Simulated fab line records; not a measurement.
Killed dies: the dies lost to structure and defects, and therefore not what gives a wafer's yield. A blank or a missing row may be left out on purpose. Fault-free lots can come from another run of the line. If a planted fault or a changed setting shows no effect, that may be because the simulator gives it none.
The same fault as seen by 2 desks + flow sky130 + numbers are kept per desk, each desk with only its own; the story behind them comes last

THE METROLOGY DESK
Lot by lot, what the gauges showed, no matter which tool ran the lot: averages of those sampled wafers that carry a number. A lot is out of limits, marked OUT, if its mean lies more than 4 standard deviations from the usual mean; the brackets give that distance.
Columns: A = GATE_OXIDE_OXIDATION_00_THK at SKY_GATE_OXIDE_THK_MEAS_02, usual 10.36 nm; B = LDD_P_OVL at SKY_LDD_P_OVL_MEAS_08, usual 1.1 nm; C = cd nm at SKY_VIA1_CD_MEAS_12, usual 150.5 nm
| lot  | first seen here | A     | B    | C               |
|------|-----------------|-------|------|-----------------|
| L897 | day 12 20:13    | 10.50 | 1.8  | 152.8           |
| L898 | day 13 05:50    | 10.53 | 0.3  | 148.3           |
| L899 | day 13 05:50    | 10.68 | 0.3  | 148.4           |
| L900 | day 13 16:58    | 10.10 | 1.1  | 149.4           |
| L901 | day 14 01:11    | 10.38 | 0.3  | 151.4           |
| L902 | day 14 18:16    | 10.22 | 1.1  | 151.3           |
| L904 | day 15 01:02    | 9.99  | 1.5  | 148.7           |
| L905 | day 15 08:38    | 10.52 | 1.1  | 149.7           |
| L909 | day 16 20:02    | 10.15 | -0.8 | 150.1           |
| L910 | day 17 01:39    | 10.62 | 0.0  | 151.4           |
| L915 | day 18 21:20    | 10.37 | 0.0  | 114.1 (-20) OUT |
This desk's finding: out of limits on L915; first on L915, day 39 14:27 (cd nm at SKY_VIA1_CD_MEAS_12). Within limits: L897, L898, L899, L900, L901, L902, L904, L905, L909, L910.

AT THE TOOL OWNER'S DESK: krf scanner-02
The tool's own readings at SKY_VIA1_EXPOSE_09 (exposes mask VIM, target cd 150 nm): means of the sampled wafers that have a number, for each lot that ran on this tool. A lot is out of limits, marked OUT, if its mean lies more than 4 standard deviations from the usual mean; the brackets give that distance.
Columns: A = exposure dose mJ cm2 at SKY_VIA1_EXPOSE_09, usual 37.97
| lot  | first seen here | A     |
|------|-----------------|-------|
| L897 | day 33 08:32    | 37.93 |
| L901 | day 34 13:56    | 37.97 |
| L909 | day 37 04:46    | 37.94 |
| L915 | day 39 02:19    | 38.00 |
Finding of this desk: none of the 4 lots has anything out of limits.

ALL TOGETHER
On L915, the metrology desk was in a position to raise an alarm at day 39 14:27.
Nothing out of limits was seen by the tool owner's desk.
The tool owner's desk has L915 on record, within its limits.
Every lot named ran SKY_VIA1_EXPOSE_09 on krf scanner-02.

WHAT HAD BEEN PUT IN BY THE SIMULATOR
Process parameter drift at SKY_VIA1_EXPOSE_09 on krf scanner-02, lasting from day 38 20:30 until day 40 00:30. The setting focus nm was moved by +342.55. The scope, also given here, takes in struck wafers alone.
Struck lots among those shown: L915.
Delay in hours, fault start to first out-of-limits reading, per desk: metrology desk 18.
